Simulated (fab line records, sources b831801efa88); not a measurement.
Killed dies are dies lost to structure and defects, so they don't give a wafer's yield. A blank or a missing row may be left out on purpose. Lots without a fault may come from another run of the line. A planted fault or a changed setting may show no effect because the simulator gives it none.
Split-lot experiment | flow sky130 | 5 lots, 23 wafers read, on a route of 708 steps

THE SPLIT
At SKY_METAL3_COAT_08 (resist thk 1140 nm), the setting resist_thk_nm was moved away from the recipe's 1140 nm on 9 of the 23 wafers read, by -4.1% to +4.4%. The other wafers ran this setting at the recipe's value.

The reading is taken at the split's own step.

THE READING
KrF-thick_of_METAL3_COAT_08.thk_nm (the simulator's own value, which no gauge read), in nm, at SKY_METAL3_COAT_08 (resist thk 1140 nm). The file gives no usual value for it. The 14 wafers here that ran the recipe average 1140 nm, standard deviation 2.8 nm.

wafer  | tool, chamber at the split | resist_thk_nm as run, nm | against the recipe | KrF-thick_of_METAL3_COAT_08.thk_nm, nm | against lot-mates on the recipe
L075.1 | litho_track-01, 0          | 1140                     | recipe             | 1145                                   | -
L075.2 | litho_track-01, 0          | 1140                     | recipe             | 1144                                   | -
L075.5 | litho_track-01, 0          | 1140                     | recipe             | 1142                                   | -
L076.1 | litho_track-04, 0          | 1190                     | +4.4%              | 1187                                   | +49
L076.3 | litho_track-04, 0          | 1190                     | +4.4%              | 1187                                   | +49
L076.4 | litho_track-04, 0          | 1190                     | +4.4%              | 1187                                   | +49
L076.5 | litho_track-04, 0          | 1140                     | recipe             | 1138                                   | -
L076.6 | litho_track-04, 0          | 1140                     | recipe             | 1138                                   | -
L077.1 | litho_track-01, 0          | 1093                     | -4.1%              | 1091                                   | -48
L077.2 | litho_track-01, 0          | 1093                     | -4.1%              | 1096                                   | -44
L077.3 | litho_track-01, 0          | 1140                     | recipe             | 1142                                   | -
L077.5 | litho_track-01, 0          | 1140                     | recipe             | 1137                                   | -
L077.6 | litho_track-01, 0          | 1093                     | -4.1%              | 1093                                   | -46
L082.1 | litho_track-02, 0          | 1140                     | recipe             | 1137                                   | -
L082.2 | litho_track-02, 0          | 1140                     | recipe             | 1142                                   | -
L082.4 | litho_track-02, 0          | 1140                     | recipe             | 1140                                   | -
L082.5 | litho_track-02, 0          | 1140                     | recipe             | 1135                                   | -
L082.6 | litho_track-02, 0          | 1140                     | recipe             | 1141                                   | -
L083.1 | litho_track-02, 0          | 1140                     | recipe             | 1142                                   | -
L083.6 | litho_track-02, 0          | 1140                     | recipe             | 1142                                   | -
L083.3 | litho_track-02, 0          | 1122                     | -1.6%              | 1124                                   | -18
L083.4 | litho_track-02, 0          | 1122                     | -1.6%              | 1125                                   | -17
L083.5 | litho_track-02, 0          | 1122                     | -1.6%              | 1118                                   | -24

THE FIT
A straight line over all 23 wafers: KrF-thick_of_METAL3_COAT_08.thk_nm changes by +11 nm for each +1% of resist_thk_nm; r = +0.99; the points scatter about the line by 2.8 nm.
The same after taking each lot's own level away (the mean of its wafers on the recipe; 23 wafers): +11.3 nm for each +1%; r = +1.00; scatter 2.2 nm.
On that fit, the largest move of resist_thk_nm shifts the reading by 49 nm.
The lots' own levels span 1138.0 to 1143.7 nm, that is 2.0 times the standard deviation above.
So the lot-to-lot level changes the slope little: the two slopes agree.
Check: with one of the wafers moved furthest among these (+4.4%) left out of the fit, the line predicts +49.1 nm for it against its lot-mates. It came out at +49 nm against them.

OTHER SPLITS ON THESE WAFERS
These wafers also went through other splits before the reading. Each is held against what the fit with the lots' levels taken away leaves over:
other split on the same wafers    | wafers away from the commonest value | r with KrF-thick_of_METAL3_COAT_08.thk_nm (lot level and that fit taken away)
SKY_CONTACT_COAT_09 resist_thk_nm | 6                                    | -0.23
SKY_METAL1_ETCH_18 time_s         | 4                                    | +0.02
SKY_VIA1_EXPOSE_09 dose_mj        | 11                                   | +0.00
SKY_CAPM_COAT_07 resist_thk_nm    | 6                                    | -0.26

THE FILE'S OWN FIT
KrF-thick_of_METAL3_COAT_08.thk_nm changes by +11.3 nm for each +1% of resist_thk_nm, r = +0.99.
